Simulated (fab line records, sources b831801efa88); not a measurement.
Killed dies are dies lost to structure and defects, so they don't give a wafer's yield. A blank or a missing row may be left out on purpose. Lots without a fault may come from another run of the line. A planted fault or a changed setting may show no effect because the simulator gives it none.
Which tool did it? | flow sky130 | 6 lots, 18 wafers sampled, at 2 steps of a route of 708

WHAT THE GAUGES READ, wafer by wafer
SKY_VT_ADJUST_NCORE_TW_MEAS_11.
lot  | measured     | on            | VT_ADJUST_NCORE_TW
L498 | day 9 12:13  | film_metro-03 | 221.2 220.2 221.3
L500 | day 10 11:07 | film_metro-01 | 218.7 218.4 220.6
L505 | day 11 21:03 | film_metro-03 | 222.3 221.8 221.8
L509 | day 13 07:10 | film_metro-03 | 229.7 229.4 229.3
L513 | day 14 10:54 | film_metro-03 | 228.0 226.6 227.7
L516 | day 15 02:15 | film_metro-01 | 219.2 218.9 219.5

WHICH TOOL RAN EACH LOT (tool, then ch and the chambers of the sampled wafers, then the start)
lot  | SKY_VT_ADJUST_NCORE_IMPLANT_09
L498 | implanter-02 ch 0, day 9 11:59
L500 | implanter-04 ch 0, day 10 10:53
L505 | implanter-02 ch 0, day 11 20:48
L509 | implanter-04 ch 0, day 13 06:55
L513 | implanter-04 ch 0, day 14 10:39
L516 | implanter-02 ch 0, day 15 02:00
- SKY_VT_ADJUST_NCORE_IMPLANT_09

THE ANSWER, worked out from the rows above alone
Rule: what is usual is taken from the lots themselves. Put in order of their means at a reading, lots are off if they are a third of the lots or fewer, leave a main group of 4 or more, and stand apart from it by a gap of 3 or more times the standard deviation of the main group's means; of several such gaps the widest counts. A main group whose means are all the same, to the digits that the tables above print for the reading, isn't used. A lot without any number at a reading at which 4 lots or more have one is off too. The other lots that the step has rows for count as sound.
Off: L509, L513, at SKY_VT_ADJUST_NCORE_TW_MEAS_11 (VT_ADJUST_NCORE_TW). The main group: mean 220.3, standard deviation 1.2.
A tool fits if, at a process step before that reading, it ran every lot that is off, and no sound lot after the first of them. The gauges at SKY_VT_ADJUST_NCORE_TW_MEAS_11 are tried like those tools. Can't be told from this: 2 tools fit, implanter-04 at SKY_VT_ADJUST_NCORE_IMPLANT_09, film_metro-03 at SKY_VT_ADJUST_NCORE_TW_MEAS_11.

WHAT THE SIMULATOR HAD PUT IN
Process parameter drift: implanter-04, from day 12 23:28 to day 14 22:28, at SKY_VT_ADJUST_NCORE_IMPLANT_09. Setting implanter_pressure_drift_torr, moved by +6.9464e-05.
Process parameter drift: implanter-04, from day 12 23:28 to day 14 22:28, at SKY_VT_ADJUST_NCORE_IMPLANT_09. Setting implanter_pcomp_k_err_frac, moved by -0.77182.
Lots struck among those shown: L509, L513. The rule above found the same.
